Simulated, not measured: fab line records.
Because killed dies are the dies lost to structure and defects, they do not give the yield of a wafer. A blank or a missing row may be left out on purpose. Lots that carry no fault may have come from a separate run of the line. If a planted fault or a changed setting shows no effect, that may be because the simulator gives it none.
fab line records	flow sky130
record: lots: 6	wafers: 18	last_day: 50
route steps=708 shown PASSIVATION@690 PAD_OPEN@694
lots with no fault: from the same line, run without faults
start_h: the number of hours between the record's first day and the start of the first shown wafer of the lot	wait_h: how many hours have passed since the lot's step before this one	" identical to the entry in the row above	L1.1+2: one row covering several wafers at once	- value missing, or start not given	* or withheld: withheld	< > ~ a bound
route shown NAME@n: a module of which the file shows steps, and the number in the route of the first	usual: the fault-free wafers' mean and standard deviation	same: alike in all rows	chamber/n: place in a boat	sites: each site's reading	_std_site: their standard deviation	_edge_site: the outer-site mean with the inner-site mean subtracted	radius_mm: for every site, how far away it sits from the centre of the wafer	mask NAME#n: copy n	behind: the tool/chamber that last shaped the wafer	hold: why the lot went on hold/how many hours it stayed there/how the hold came to an end	device: transistor that didn't switch, given as n, p or np	end of line: at the end of the route, the tests of the same wafers	a step with no rows: only its recipe	killed: at the first sort, the dies lost to defects and structure; wafer yield is something else	map: a wafer's dies, marking killed ones x, the rest . and places with no die _
set.NAME: the setting as run; set.NAME@STEP: as run at that earlier step	model.NAME: the simulator's own value behind a step, which no gauge read
lots at selected steps of the route; one table per step, one row per wafer
services: when a tool's chamber went out of use (start_h, in hours from the record's first day, below 0 if earlier), for how many hours, and the reason
== steps ==
step: SKY_PASSIVATION_PEB_09
recipe: temp_c: 115	time_s: withheld
step: SKY_PASSIVATION_DEVELOP_10
recipe: develop_time_s: 60	dev_temp_c: 23
step: SKY_PASSIVATION_ETCH_11
recipe: chemistry: CF4/O2	target_depth_nm: 725	stop_on: AlCu	source_w: 800	bias_w: 150	pressure_mtorr: 150	cf4_flow_sccm: 80	O2_flow_sccm: 10	time_s: 161.1
usual: drypump_motor_current_A: 5.8/0.49	oes_product_au: 0.980/0.0072	throttle_valve_pct: 5.965/0.0093
lot.wafer	tool	chamber	start_h	wait_h	drypump_motor_current_A	oes_product_au	rf_hours_counter_h	throttle_valve_pct
L816.1	rie_diel-03	3	1052.48	-	6.3	0.981	9	5.964
L816.3	"	2	"	"	5.1	0.978	21	5.982
L816.6	"	0	"	"	5.8	0.976	-	5.949
L817.2	rie_diel-01	2	1055.15	-	6.2	0.978	22	5.968
L817.4	"	3	"	"	6.3	0.985	17	5.966
L817.6	"	2	"	"	6.2	0.982	-	5.953
L819.1	rie_diel-03	3	1072.84	-	6.3	0.983	9	5.959
L819.4	"	0	"	"	5.8	0.985	15	5.961
L819.5	"	2	"	"	5.1	0.974	-	5.962
L826.2	rie_diel-01	0	1115.99	-	5.4	0.969	22	5.960
L826.5	"	1	"	"	5.7	0.997	-	5.968
L826.6	"	0	"	"	5.5	0.978	-	5.968
L837.3	rie_diel-04	2	1175.81	-	5.5	0.973	2	5.968
L837.4	"	0	"	"	6.2	0.975	15	5.952
L837.5	"	3	"	"	4.9	0.980	-	5.971
L838.1	rie_diel-01	0	1182.36	-	5.5	0.977	25	5.960
L838.2	"	3	"	"	6.3	0.973	22	5.954
L838.4	"	2	"	"	6.3	0.987	27	5.976
step: SKY_PASSIVATION_STRIP_12
recipe: chemistry: O2/N2	power_w: 1400	pressure_mtorr: 1500	platen_temp_c: withheld	overash_fraction: 0.7	o2_flow_sccm: 3000	n2_flow_sccm: 300
usual: drypump_motor_current_A: 5.3/0.37	o2_flow_sccm: 3001/9.1	oes_product_au: 0.661/0.0048	strip_time_to_endpoint_s: 31.47/0.14
lot.wafer	tool	chamber	start_h	wait_h	drypump_motor_current_A	o2_flow_sccm	oes_product_au	rf_hours_counter_h	strip_time_to_endpoint_s
L816.1	plasma_asher-01	0	1052.59	0.1	5.3	3005	0.661	88	31.64
L816.3	"	0	"	"	5.3	2990	0.665	-	31.49
L816.6	"	0	"	"	5.4	2985	0.655	-	31.47
L817.2	plasma_asher-02	0	1055.26	0.1	5.1	3002	0.667	31	31.33
L817.4	"	0	"	"	5.0	2999	0.658	-	31.27
L817.6	"	1	"	"	4.9	3007	0.663	-	31.32
L819.1	plasma_asher-01	0	1072.94	0.1	5.4	3008	0.667	90	31.63
L819.4	"	0	"	"	5.3	2998	0.655	-	31.71
L819.5	"	0	"	"	5.4	3004	0.659	-	31.58
L826.2	plasma_asher-04	1	1116.09	0.1	5.9	3002	0.656	5	31.78
L826.5	"	0	"	"	5.0	3007	0.665	-	31.49
L826.6	"	1	"	"	5.9	3000	0.668	-	31.64
L837.3	plasma_asher-01	0	1175.94	0.1	5.3	3015	0.658	-	31.31
L837.4	"	1	"	"	5.8	3016	0.654	-	31.25
L837.5	"	1	"	"	5.8	2998	0.657	-	31.42
L838.1	plasma_asher-02	1	1182.46	0.1	4.9	3014	0.666	43	31.57
L838.2	"	0	"	"	5.1	3000	0.667	43	31.58
L838.4	"	0	"	"	5.0	2998	0.662	-	31.57
step: SKY_PAD_OPEN_DEHYDRATE_00
recipe: temp_c: 200	time_s: 60
step: SKY_PAD_OPEN_HMDS_01
recipe: prime_time_s: 60	prime_temp_c: 120
step: SKY_PAD_OPEN_COAT_02
recipe: spin_rpm: 2000	resist_thk_nm: 3000
step: SKY_PAD_OPEN_SOFTBAKE_03
recipe: temp_c: 110	time_s: withheld
step: SKY_PAD_OPEN_EXPOSE_04
recipe: mask_id: PDM	target_cd_nm: 60000	na: 0.57	dose_mj: 266.3
step: SKY_PAD_OPEN_PEB_05
recipe: temp_c: 115	time_s: withheld
step: SKY_PAD_OPEN_DEVELOP_06
recipe: develop_time_s: 60	dev_temp_c: 23
step: SKY_PAD_OPEN_ETCH_07
recipe: chemistry: CF4/O2	target_depth_nm: 725	stop_on: AlCu	source_w: 800	bias_w: 150	pressure_mtorr: 150	cf4_flow_sccm: 80	O2_flow_sccm: 10	time_s: 161.1
usual: drypump_motor_current_A: 5.9/0.41	oes_product_au: 0.978/0.0069	throttle_valve_pct: 5.964/0.0099
lot.wafer	tool	chamber	start_h	wait_h	drypump_motor_current_A	oes_product_au	rf_hours_counter_h	throttle_valve_pct
L816.1	rie_diel-02	2	1073.38	-	6.3	0.979	10	5.953
L816.3	"	3	"	"	6.4	0.979	29	5.966
L816.6	"	3	"	"	6.3	0.984	-	5.969
L817.2	rie_diel-02	1	1076.08	-	5.9	0.970	22	5.960
L817.4	"	2	"	"	6.3	0.982	10	5.968
L817.6	"	3	"	"	6.4	0.978	-	5.944
L819.1	rie_diel-01	2	1093.59	-	6.2	0.972	24	5.956
L819.4	"	1	"	"	5.7	0.985	23	5.975
L819.5	"	1	"	"	5.7	0.986	-	5.965
L826.2	rie_diel-03	0	1135.11	-	5.8	0.975	18	5.948
L826.5	"	1	"	"	5.4	0.990	-	5.964
L826.6	"	0	"	"	5.8	0.975	-	5.973
L837.3	rie_diel-01	1	1191.63	-	5.7	0.972	27	5.979
L837.4	"	2	"	"	6.3	0.979	27	5.971
L837.5	"	3	"	"	6.3	0.983	-	5.954
L838.1	rie_diel-02	2	1197.84	-	6.3	0.972	14	5.960
L838.2	"	1	"	"	5.8	0.963	27	5.960
L838.4	"	0	"	"	5.4	0.980	29	5.954
step: SKY_PAD_OPEN_STRIP_08
recipe: chemistry: O2/N2	power_w: 1400	pressure_mtorr: 1500	platen_temp_c: withheld	overash_fraction: 0.7	o2_flow_sccm: 3000	n2_flow_sccm: 300
usual: drypump_motor_current_A: 5.5/0.38	o2_flow_sccm: 3001/9.2	oes_product_au: 0.663/0.0044
lot.wafer	tool	chamber	start_h	wait_h	drypump_motor_current_A	o2_flow_sccm	oes_product_au	rf_hours_counter_h
L816.1	plasma_asher-03	0	1073.49	0.1	5.8	3004	0.665	67
L816.3	"	0	"	"	5.8	3011	0.657	-
L816.6	"	0	"	"	5.8	2994	0.660	-
L817.2	plasma_asher-01	0	1076.19	0.1	5.3	3007	0.657	91
L817.4	"	0	"	"	5.3	2998	0.672	-
L817.6	"	1	"	"	5.8	2990	0.662	-
L819.1	plasma_asher-01	0	1093.69	0.1	5.3	3003	0.655	92
L819.4	"	0	"	"	5.4	2999	0.658	-
L819.5	"	1	"	"	5.8	2989	0.660	-
L826.2	plasma_asher-01	1	1135.22	0.1	5.8	3001	0.669	96
L826.5	"	1	"	"	5.8	3003	0.668	-
L826.6	"	0	"	"	5.3	2986	0.668	-
L837.3	plasma_asher-01	0	1191.77	0.1	5.4	2991	0.663	-
L837.4	"	1	"	"	5.8	2988	0.663	-
L837.5	"	1	"	"	5.8	2990	0.661	-
L838.1	plasma_asher-01	1	1197.94	0.1	5.8	3010	0.661	103
L838.2	"	0	"	"	5.3	2996	0.664	103
L838.4	"	1	"	"	5.8	3002	0.662	-
step: SKY_PAD_OPEN_STRIP_09
recipe: chemistry: post_etch_residue_remover	time_s: 1200	temp_c: 72.5
step: SKY_PAD_OPEN_CLEAN_10
recipe: chemistry: IPA	time_s: 180	temp_c: 25
step: SKY_PAD_OPEN_CLEAN_11
recipe: chemistry: O3/DIW	dry: n2_spin
step: SKY_PAD_OPEN_ANNEAL_12
recipe: temp_c: 403.1	time_s: withheld	ambient: N2/H2	idle_temp_c: 300	ramp_up_c_per_min: 8	ramp_down_c_per_min: 4
step: SKY_PAD_OPEN_BOW_MEAS_13
recipe: mode: bow
usual: PAD_OPEN_BOW: 48/8.2
lot.wafer	tool	chamber	start_h	wait_h	PAD_OPEN_BOW[um]
L816.1	film_metro-02	-	1075.58	-	42
L816.3	"	-	"	"	42
L816.6	"	-	"	"	61
L817.2	film_metro-01	-	1078.30	-	55
L817.4	"	-	"	"	60
L817.6	"	-	"	"	45
L819.1	film_metro-01	-	1095.79	-	39
L819.4	"	-	"	"	38
L819.5	"	-	"	"	38
L826.2	film_metro-01	-	1137.33	-	53
L826.5	"	-	"	"	62
L826.6	"	-	"	"	44
L837.3	film_metro-01	-	1193.88	-	42
L837.4	"	-	"	"	32
L837.5	"	-	"	"	42
L838.1	film_metro-02	-	1200.07	-	59
L838.2	"	-	"	"	47
L838.4	"	-	"	"	55
step: SKY_PAD_OPEN_PROBE_99
usual: defect_limited_yield: 82.5/1.8	killed_at_M0_to_M3: 43/6.5	killed_at_M4_up: 3.1/1.8	killed_at_contacts: 24/4.8	killed_at_front_end: 15/4.7	killed_at_other: 0.3/0.58	killed_dies: 86/8.6	killed_on_rim: 17/4.1	killed_open: 47/6.7	killed_short: 39/6.1	sort_bin_3_pad_short: 0.8/0.38	sort_bin_5_function: 10.4/1.3	sort_bin_6_memory: 6.2/1.1	sort_n_pass: 406/8.6	sort_yield_pct: 82.5/1.8
same: gross_dies: 492	killed_at_back_side: 0	sort_bin_4_leakage[%]: 0	sort_bin_8_speed[%]: 0
lot.wafer	tool	chamber	start_h	wait_h	defect_limited_yield[%]	killed_at_M0_to_M3	killed_at_M4_up	killed_at_contacts	killed_at_front_end	killed_at_other	killed_dies	killed_on_rim	killed_open	killed_short	sort_bin_3_pad_short[%]	sort_bin_5_function[%]	sort_bin_6_memory[%]	sort_n_pass	sort_yield_pct[%]	model.etest.tester.sort_n_pass	model.etest.tester.sort_yield_pct	model.etest.tester.sort_bin_5_pct	model.etest.tester.sort_bin_3_pct
L816.1	prober-01	-	1075.70	0.1	79.9	50	0	27	21	1	99	17	46	53	0.8	10.4	8.9	393	79.9	393	79.88	10.37	0.813
L816.3	prober-01	-	1075.80	0.2	82.9	36	3	28	17	0	84	18	42	42	1.2	10.0	5.9	408	82.9	408	82.93	9.959	1.22
L816.6	prober-01	-	1075.95	0.2	81.7	42	2	25	19	2	90	18	47	43	1.0	10.6	6.7	402	81.7	402	81.71	10.57	1.016
L817.2	prober-01	-	1078.45	0.1	82.1	40	1	23	23	1	88	20	47	41	1.2	9.8	6.9	404	82.1	404	82.11	9.756	1.22
L817.4	prober-01	-	1078.55	0.2	81.1	50	2	25	15	1	93	13	48	45	0.6	12.0	6.3	399	81.1	399	81.1	11.99	0.6098
L817.6	prober-01	-	1078.65	0.2	82.1	43	2	27	16	0	88	15	50	38	0.4	10.4	7.1	404	82.1	404	82.11	10.37	0.4065
L819.1	prober-01	-	1095.91	0.1	82.3	35	3	27	22	0	87	19	49	38	1.2	8.3	8.1	405	82.3	405	82.32	8.333	1.22
L819.4	prober-01	-	1096.06	0.2	82.9	41	2	29	11	1	84	16	39	45	1.0	10.6	5.5	408	82.9	408	82.93	10.57	1.016
L819.5	prober-01	-	1096.11	0.2	82.3	37	1	31	18	0	87	20	45	42	1.4	10.2	6.1	405	82.3	405	82.32	10.16	1.423
L826.2	prober-01	-	1137.48	0.1	82.1	43	3	15	26	1	88	13	48	40	0.4	11.0	6.5	404	82.1	404	82.11	10.98	0.4065
L826.5	prober-01	-	1137.63	0.2	83.1	38	1	23	20	1	83	27	45	38	0.6	10.2	6.1	409	83.1	409	83.13	10.16	0.6098
L826.6	prober-01	-	1137.68	0.2	83.3	47	0	22	13	0	82	14	51	31	0.6	10.6	5.5	410	83.3	410	83.33	10.57	0.6098
L837.3	prober-02	-	1194.06	0.2	72.2	31	5	21	8	72	137	21	30	36	4.9	17.7	5.3	355	72.2	355	72.15	17.68	4.878
L837.4	prober-02	-	1194.11	0.2	82.9	47	5	21	9	2	84	24	48	36	1.2	11.2	4.7	408	82.9	408	82.93	11.18	1.22
L837.5	prober-02	-	1194.16	0.2	83.1	41	8	23	11	0	83	21	38	45	0.6	10.0	6.3	409	83.1	409	83.13	9.959	0.6098
L838.1	prober-01	-	1200.19	0.1	84.1	37	3	22	16	0	78	13	42	36	0.6	10.0	5.3	414	84.1	414	84.15	9.959	0.6098
L838.2	prober-01	-	1200.24	0.1	73.4	29	1	22	16	63	131	18	33	35	5.9	14.6	6.1	361	73.4	361	73.37	14.63	5.894
L838.4	prober-01	-	1200.34	0.2	82.9	44	1	24	15	0	84	19	46	38	0.6	8.7	7.7	408	82.9	408	82.93	8.74	0.6098
killed by level:class
L816.1 FIELD_ISO:geometric_particle:short=8 CONTACT:geometric_particle:open=8 VIA2:geometric_particle:open=8 METAL2:geometric_particle:short=7 VIA1:geometric_particle:open=7 VIA3:geometric_particle:short=7 LI_CONTACT:geometric_particle:short=6 LI_CONTACT:geometric_particle:open=6
L816.3 CONTACT:geometric_particle:open=10 POLY_GATE:geometric_particle:short=8 VIA1:geometric_particle:open=8 LI_CONTACT:geometric_particle:open=7 LI_CONTACT:geometric_particle:short=5 VIA3:geometric_particle:open=5 METAL2:geometric_particle:open=4 VIA1:geometric_particle:short=4
L816.6 CONTACT:geometric_particle:open=9 VIA1:geometric_particle:short=8 METAL2:geometric_particle:short=8 VIA3:geometric_particle:open=8 VIA1:geometric_particle:open=7 LI_CONTACT:geometric_particle:open=6 FIELD_ISO:geometric_particle:open=5 LOCAL_INTERCONNECT:geometric_particle:short=5
L817.2 CONTACT:geometric_particle:open=10 FIELD_ISO:geometric_particle:open=8 VIA1:geometric_particle:open=7 POLY_GATE:geometric_particle:short=6 METAL1:geometric_particle:short=6 VIA3:geometric_particle:open=6 FIELD_ISO:geometric_particle:short=5 LI_CONTACT:geometric_particle:open=5
L817.4 VIA1:geometric_particle:open=14 LI_CONTACT:geometric_particle:open=10 CONTACT:geometric_particle:open=9 VIA1:geometric_particle:short=8 POLY_GATE:geometric_particle:short=6 METAL1:geometric_particle:short=6 VIA2:geometric_particle:open=6 FIELD_ISO:geometric_particle:short=5
L817.6 CONTACT:geometric_particle:open=11 VIA1:geometric_particle:open=11 VIA2:geometric_particle:open=7 CONTACT:geometric_particle:short=6 VIA3:geometric_particle:open=6 POLY_GATE:geometric_particle:open=5 LI_CONTACT:geometric_particle:short=4 LOCAL_INTERCONNECT:geometric_particle:short=4
L819.1 VIA1:geometric_particle:open=15 CONTACT:geometric_particle:open=13 FIELD_ISO:geometric_particle:short=6 POLY_GATE:geometric_particle:open=6 METAL1:geometric_particle:short=5 LI_CONTACT:geometric_particle:open=4 LOCAL_INTERCONNECT:geometric_particle:short=4 CONTACT:geometric_particle:short=4
L819.4 LI_CONTACT:geometric_particle:open=9 VIA1:geometric_particle:open=7 CONTACT:geometric_particle:open=7 METAL1:geometric_particle:short=7 VIA3:geometric_particle:open=6 LI_CONTACT:geometric_particle:short=5 CONTACT:geometric_particle:short=5 FIELD_ISO:geometric_particle:short=4
L819.5 LI_CONTACT:geometric_particle:open=12 CONTACT:geometric_particle:open=10 VIA1:geometric_particle:open=9 FIELD_ISO:geometric_particle:short=6 METAL1:geometric_particle:short=6 VIA1:geometric_particle:short=6 LI_CONTACT:geometric_particle:short=5 POLY_GATE:geometric_particle:short=4
L826.2 VIA1:geometric_particle:open=9 FIELD_ISO:geometric_particle:short=8 VIA2:geometric_particle:open=7 CONTACT:geometric_particle:open=6 METAL3:geometric_particle:short=6 VIA1:geometric_particle:short=5 VIA3:geometric_particle:open=5 FIELD_ISO:geometric_particle:open=4
L826.5 VIA1:geometric_particle:open=13 CONTACT:geometric_particle:open=8 LI_CONTACT:geometric_particle:open=5 LOCAL_INTERCONNECT:geometric_particle:short=5 METAL2:geometric_particle:short=5 FIELD_ISO:geometric_particle:short=4 FIELD_ISO:geometric_particle:open=4 POLY_GATE:geometric_particle:short=4
L826.6 CONTACT:geometric_particle:open=10 VIA1:geometric_particle:open=10 VIA2:geometric_particle:open=8 LI_CONTACT:geometric_particle:open=6 METAL1:geometric_particle:short=6 METAL2:geometric_particle:short=6 VIA3:geometric_particle:open=6 VIA1:geometric_particle:short=5
L837.3 PAD_OPEN:unspecified=71 VIA1:geometric_particle:open=6 METAL1:geometric_particle:short=6 LI_CONTACT:geometric_particle:short=5 LI_CONTACT:geometric_particle:open=5 CONTACT:geometric_particle:open=5 CONTACT:geometric_particle:short=4 METAL4:geometric_particle:short=4
L837.4 VIA2:geometric_particle:open=17 LI_CONTACT:geometric_particle:open=7 VIA1:geometric_particle:open=7 METAL2:geometric_particle:short=6 VIA3:geometric_particle:open=5 VIA2:geometric_particle:short=5 METAL4:geometric_particle:short=5 POLY_GATE:geometric_particle:short=4
L837.5 CONTACT:geometric_particle:open=11 METAL1:geometric_particle:short=8 METAL4:geometric_particle:short=8 VIA2:geometric_particle:open=7 VIA1:geometric_particle:open=6 VIA1:geometric_particle:short=5 METAL2:geometric_particle:short=5 POLY_GATE:geometric_particle:short=4
L838.1 VIA1:geometric_particle:open=8 POLY_GATE:geometric_particle:open=7 VIA2:geometric_particle:open=7 CONTACT:geometric_particle:short=6 CONTACT:geometric_particle:open=6 VIA1:geometric_particle:short=6 VIA3:geometric_particle:open=6 LI_CONTACT:geometric_particle:open=5
L838.2 PAD_OPEN:unspecified=63 POLY_GATE:geometric_particle:open=7 VIA1:geometric_particle:open=7 CONTACT:geometric_particle:short=6 METAL2:geometric_particle:short=5 LI_CONTACT:geometric_particle:short=4 LI_CONTACT:geometric_particle:open=4 CONTACT:geometric_particle:open=4
L838.4 CONTACT:geometric_particle:open=9 VIA2:geometric_particle:open=8 VIA1:geometric_particle:open=8 METAL2:geometric_particle:short=8 LI_CONTACT:geometric_particle:open=6 VIA3:geometric_particle:open=5 POLY_GATE:geometric_particle:open=4 LOCAL_INTERCONNECT:geometric_particle:short=4
map L837.3 (x killed, . not)
__________..x.x....._________
________.......x......_______
______....x..xxx.x......_____
_____.x........x.x.x.....____
____...x......x....x...xx.___
___.xx.x.....x....x....x...__
__.........................._
_.........x............x.....
_x....x..x.x....x...x........
_......x........xx.xxx..x.x..
_..x........x....x.x.xxxxxx.x
_......x........x...xxxxxxxx.
_................xxxxxxxxxxx.
_.x..x.x...x......xxxxxxxxxxx
_....x......x.....xxxxxxxxxxx
__................xxxxxxxxxx_
___...............xxxxxxx.x__
____....x....x....x.xxx.xx___
_____.x.......x........x.____
______...xxx..x........._____
________x........x...._______
__________.....x.x.x_________
map L838.2 (x killed, . not)
__________...x...x.x_________
________...x.....x..x._______
______....x..x......x..._____
_____.........x.....x....____
____......x.........x.x.x.___
___..x.......x.............__
__...x....x.....x....xx....._
_...........x..x....x..x..x..
_.................x..x.xx....
_x............x.....x...xx...
_........x....x.....xxxx.xx..
_...x...x....x......xxxxxxx..
_.......x..x..x...xxxxxxxxxx.
_...x...........x..xxxxxxxxx.
_.x..x...........xxxxxxxxxxxx
__x.xx.....xx...xx.xxxxxxxxx_
___...........x..x.xxxxxxxx__
____x...........x..xxxxx.x___
_____.....x..............____
______.x.x.............._____
________.....x........_______
__________.........x_________
== services ==
tool	chamber	start_h	hours	kind
rie_diel-04	-	1049.38	1.0	repair
rie_diel-04	0	1054.29	12.6	repair
plasma_asher-04	-	1055.25	9.0	pm
plasma_asher-04	0	1055.25	9.0	vent_cycle
plasma_asher-04	1	1055.25	9.0	vent_cycle
rie_diel-02	1	1055.88	7.8	repair
rie_diel-04	1	1056.12	11.0	repair
plasma_asher-02	-	1063.33	0.8	repair
plasma_asher-04	0	1064.25	-	clean
plasma_asher-04	-	1070.68	2.0	repair
rie_diel-02	2	1077.08	1.3	repair
rie_diel-04	0	1089.42	28.3	repair
rie_diel-03	3	1106.37	6.4	repair
rie_diel-02	0	1116.47	1.8	repair
rie_diel-03	-	1118.40	0.5	repair
rie_diel-04	1	1145.81	6.0	repair
rie_diel-02	1	1148.28	4.3	repair
rie_diel-03	3	1165.81	2.8	repair
plasma_asher-04	-	1165.90	2.8	pm
rie_diel-02	3	1169.47	-	clean
rie_diel-02	3	1169.47	-	consumable_replace:focus_ring
rie_diel-02	3	1169.47	21.8	scheduled_down
rie_diel-02	3	1169.47	21.8	vent_cycle
rie_diel-04	1	1178.94	4.8	repair
== key ==
first_sign: step: SKY_PAD_OPEN_PROBE_99	reading: killed_at_other	direction: up	sigmas: 67	usual: 0.3	struck: 67.5
effect: step: SKY_PAD_OPEN_PROBE_99	reading: sort_bin_3_pad_short	direction: up	sigmas: 12	usual: 0.8	struck: 5.4
model_effect: step: SKY_PAD_OPEN_PROBE_99	value: etest.tester.sort_n_pass	without: 416	struck: 358
met_at SKY_PAD_OPEN_STRIP_08
struck_wafers L837.3,L838.2
onset_between 1135.22 1191.77
fault: kind: chamber_particle_source	tool: plasma_asher-01	chamber: 0	onset_h: 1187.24	steps: SKY_PAD_OPEN_STRIP_08	rate_per_visit_cm2: 2.1332	end_h: 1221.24
